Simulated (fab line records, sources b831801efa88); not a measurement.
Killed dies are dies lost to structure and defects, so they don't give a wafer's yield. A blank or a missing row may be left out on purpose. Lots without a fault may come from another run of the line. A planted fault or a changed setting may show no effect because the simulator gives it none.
One fault seen from 2 desks | flow gf180mcu | each desk has only its own numbers; what lay behind them comes last

THE TOOL OWNER'S DESK: litho_track-02
The tool's own readings at GF_TOP_METAL_DEVELOP_13 (develop time 60 s): means of the sampled wafers that have a number, for each lot that ran on this tool. A lot is out of limits, marked OUT, if its mean lies more than 4 standard deviations from the usual mean; the brackets give that distance.
Columns: A = chill_plate_temp_C at GF_TOP_METAL_DEVELOP_13, usual 22.99 C; B = developer_temp_C at GF_TOP_METAL_DEVELOP_13, usual 22.99 C
lot  | first seen here | A     | B
L555 | day 28 15:53    | 23.11 | 22.98
L556 | day 28 20:05    | 23.14 | 23.01
L562 | day 30 15:24    | 22.85 | 22.99
L570 | day 32 15:32    | 22.96 | 22.89
L575 | day 33 16:39    | 23.06 | 22.95
L577 | day 34 08:06    | 22.90 | 22.90
This desk's finding: nothing out of limits on any of the 6 lots.

THE METROLOGY DESK
What the gauges read, lot by lot, whatever tool the lot ran on: means of the sampled wafers that have a number. A lot is out of limits, marked OUT, if its mean lies more than 4 standard deviations from the usual mean; the brackets give that distance.
Columns: A = PASSIVATION_CVD_02_THK at GF_PASSIVATION_THK_MEAS_03, usual 701 nm
lot  | first seen here | A
L554 | day 28 08:56    | 700
L555 | day 28 17:19    | 694
L556 | day 28 21:33    | 699
L557 | day 29 08:14    | 706
L562 | day 30 16:58    | 698
L566 | day 31 17:43    | 706
L570 | day 32 17:07    | 698
L572 | day 33 04:53    | 703
L573 | day 33 09:38    | 716
L575 | day 33 18:05    | 698
L576 | day 34 03:28    | 700
L577 | day 34 09:34    | 705
This desk's finding: nothing out of limits on any of the 12 lots.

PUT TOGETHER
The tool owner's desk saw nothing out of limits.
The metrology desk saw nothing out of limits.

WHAT THE SIMULATOR HAD PUT IN
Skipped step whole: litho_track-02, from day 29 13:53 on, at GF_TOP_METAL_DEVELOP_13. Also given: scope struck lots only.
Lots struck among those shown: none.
